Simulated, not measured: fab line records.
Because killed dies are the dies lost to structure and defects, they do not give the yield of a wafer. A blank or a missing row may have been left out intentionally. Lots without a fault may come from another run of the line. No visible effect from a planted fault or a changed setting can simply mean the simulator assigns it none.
8D (eight disciplines) problem report, filled in by code ; flow gf180mcu ; the parts of the form that need people (team, actions taken, sign-off) are left out

1. THE ISSUE
At GF_M5_STRIP_11, strip time to endpoint s averages 5.98 s over 3 wafers from 2 lots, while fault-free wafers read 7.04 s, standard deviation 0.059. Measured from the usual mean, that is -18 standard deviations.
The step: strips in O2/N2.
Earliest sighting: wafer L102.2 on plasma asher-04 at day 31 07:07. The record holds 33 wafers of 11 lots with a number at this step. Rule for "out", or "out of limits": more than 4 standard deviations from the usual mean. The other wafers with a number count as sound.

2. WHAT IT IS; WHAT IT IS NOT
question;is;is not
which readings at this step;strip time to endpoint s, oes product au;drypump motor current A, heater power w, n2 flow sccm
which lots;L102, L104;L987, L988, L989, L990, L991, L992, L993, L994, L995
which wafers of those lots;L102.2, L102.4, L104.4;L102.5, L104.3, L104.5
read on which tools;plasma asher-04;plasma asher-01, plasma asher-03
when;from day 31 07:07;"up to then (28 sound wafers); but 2 sound wafers of L104 came after"

3. SUSPECTS, AND WHAT RULES EACH OUT
Counting: any tool at a process step up to the reading remains a suspect provided it ran every lot that is out. Sound lots after the first of them don't rule it out here, since some wafers of a struck lot are sound.
- litho track-04 at GF_M5_COAT_02 (resist thk 1000 nm): kept. It ran every lot that is out, first L102 (day 30 21:47); its last sound lot up to then is L995 (day 28 19:20).
- plasma asher-04 at GF_M5_STRIP_11 (strips in O2/N2): kept. It ran every lot that is out, first L102 (day 31 07:07); its last sound lot up to then is L995 (day 29 05:13). Its own oes product au, strip time to endpoint s readings are out on those wafers.
- The sound lot-mates ran in chamber 0 of plasma asher-04 at GF_M5_STRIP_11, but the wafers that are out ran in chamber 1.
Left after counting: litho track-04 at GF_M5_COAT_02, plasma asher-04 at GF_M5_STRIP_11.

4. THE CAUSE (what the simulator had put in)
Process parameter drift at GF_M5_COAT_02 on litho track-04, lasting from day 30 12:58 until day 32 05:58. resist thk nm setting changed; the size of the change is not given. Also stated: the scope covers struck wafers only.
This tool is one of the 2 suspects left after counting.

5. THE EFFECT CHAIN, in route order
One row per reading whose mean, taken over the struck wafers that have a number, lies over 3 standard deviations from the usual. Only readings for which the record gives a usual standard deviation are gone through. hours: the time from each lot's start at the first step in this table that gives one to its start at this step, as a median over the lots. sigmas: the change in usual standard deviations.
hours;step;reading;usual;on struck wafers;change;sigmas
0;GF_M5_CD_MEAS_07;cd nm;279.8 nm;275.4;-4.4;-3.4
0;GF_M5_STRIP_11;oes product au;0.524 a.u.;0.481;-0.043;-8.3
0;GF_M5_STRIP_11;strip time to endpoint s;7.04 s;5.98;-1.06;-18
The process steps in it:
- GF_M5_STRIP_11: strips in O2/N2.

6. HOW IT WOULD HAVE BEEN CAUGHT EARLIER
First out-of-limits reading in this record: day 31 07:07, which is 18 hours after fault onset at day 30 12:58.
L104, from the lots that are out (2), started GF_M5_COAT_02 on litho track-04 later than day 31 07:07. A tool hold placed at that time would have kept it from harm.
